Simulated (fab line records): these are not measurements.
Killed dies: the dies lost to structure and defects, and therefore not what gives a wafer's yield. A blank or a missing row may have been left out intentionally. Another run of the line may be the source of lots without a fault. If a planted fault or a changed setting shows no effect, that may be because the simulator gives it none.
Matching of chambers	flow sky130	4 sister chambers for SKY_VIA2_CMP_24 on cmp-02
The step polishes, stops on SiO2, t overpolish 20 s, target thk 0 nm. 22 wafers are shown with their chamber, then 11 later ones without.

WAFERS PAIRED WITH THEIR CHAMBERS
wafer	chamber	motor-current-A (A)	overpolish-run-s (s)	time-to-endpoint-s (s)
L076.1	0	10.3	20.004	101.5
L076.2	2	11.1	20.003	100.2
L076.6	1	10.2	19.986	96.7
L077.1	3	10.8	19.988	97.4
L077.5	2	11.2	19.999	102.3
L077.6	3	10.5	19.990	102.9
L078.1	2	11.0	19.998	102.6
L078.2	3	10.4	19.989	100.1
L078.3	0	10.4	20.007	101.5
L081.1	0	10.3	19.995	101.9
L081.3	2	11.5	19.984	101.0
L081.4	1	10.3	19.993	99.0
L082.2	2	10.5	20.010	105.8
L082.5	0	10.3	20.005	102.5
L082.6	3	10.1	20.001	105.9
L084.1	1	9.9	19.988	104.1
L084.3	0	10.4	20.004	107.5
L084.6	2	10.9	19.998	102.8
L086.1	2	10.5	20.016	107.7
L086.2	1	10.4	20.004	104.7
L086.6	1	10.3	19.994	101.1
L088.1	3	10.4	19.992	101.3

SIGNATURES (averages over the wafers above)
reading	chamber 0	chamber 1	chamber 2	chamber 3	scatter within a chamber
motor-current-A	10.340	10.220	10.957	10.440	0.259
overpolish-run-s	20.00300	19.99300	20.00114	19.99200	0.0075
time-to-endpoint-s	102.980	101.120	103.200	101.520	2.93
Rule: distance of a wafer from a chamber = root of the sum over the readings of ((wafer's reading minus chamber's mean) / reading's scatter) squared. The wafer belongs to the nearest chamber; if the next one is less than 2 further off, it can't be placed. The scatter is the square root of a quotient: the sum, over the shown wafers, of each reading's squared deviation from its chamber's mean, divided by wafers minus chambers.

WAFERS WHOSE CHAMBER IS MISSING
wafer	motor-current-A (A)	overpolish-run-s (s)	time-to-endpoint-s (s)
L088.4	10.3	20.000	99.2
L088.5	9.9	19.997	99.0
L090.1	10.2	19.998	99.6
L090.5	10.6	19.999	105.7
L090.6	10.3	20.014	96.8
L094.1	10.4	19.996	100.4
L094.4	10.7	19.996	97.5
L094.5	10.7	19.991	97.8
L097.1	10.4	20.001	97.7
L097.2	10.1	20.015	99.6
L097.3	11.1	19.994	102.6

EACH ONE'S CHAMBER
wafer	from the rows above	in truth
L088.4	can't be placed: 1 or 0 or 3 or 2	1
L088.5	can't be placed: 1 or 0 or 3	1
L090.1	can't be placed: 1 or 3 or 0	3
L090.5	can't be placed: 0 or 2 or 3 or 1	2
L090.6	can't be placed: 0 or 1 or 3 or 2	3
L094.1	can't be placed: 3 or 1 or 0 or 2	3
L094.4	can't be placed: 3 or 1 or 2 or 0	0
L094.5	can't be placed: 3 or 1 or 2 or 0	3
L097.1	can't be placed: 1 or 3 or 0 or 2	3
L097.2	can't be placed: 0 or 1 or 3 or 2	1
L097.3	can't be placed: 2 or 3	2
Correct placement for 0 of the 11. Unplaceable from these rows: 11, with the true chamber sitting among the candidates in 11. Number placed wrongly: 0.
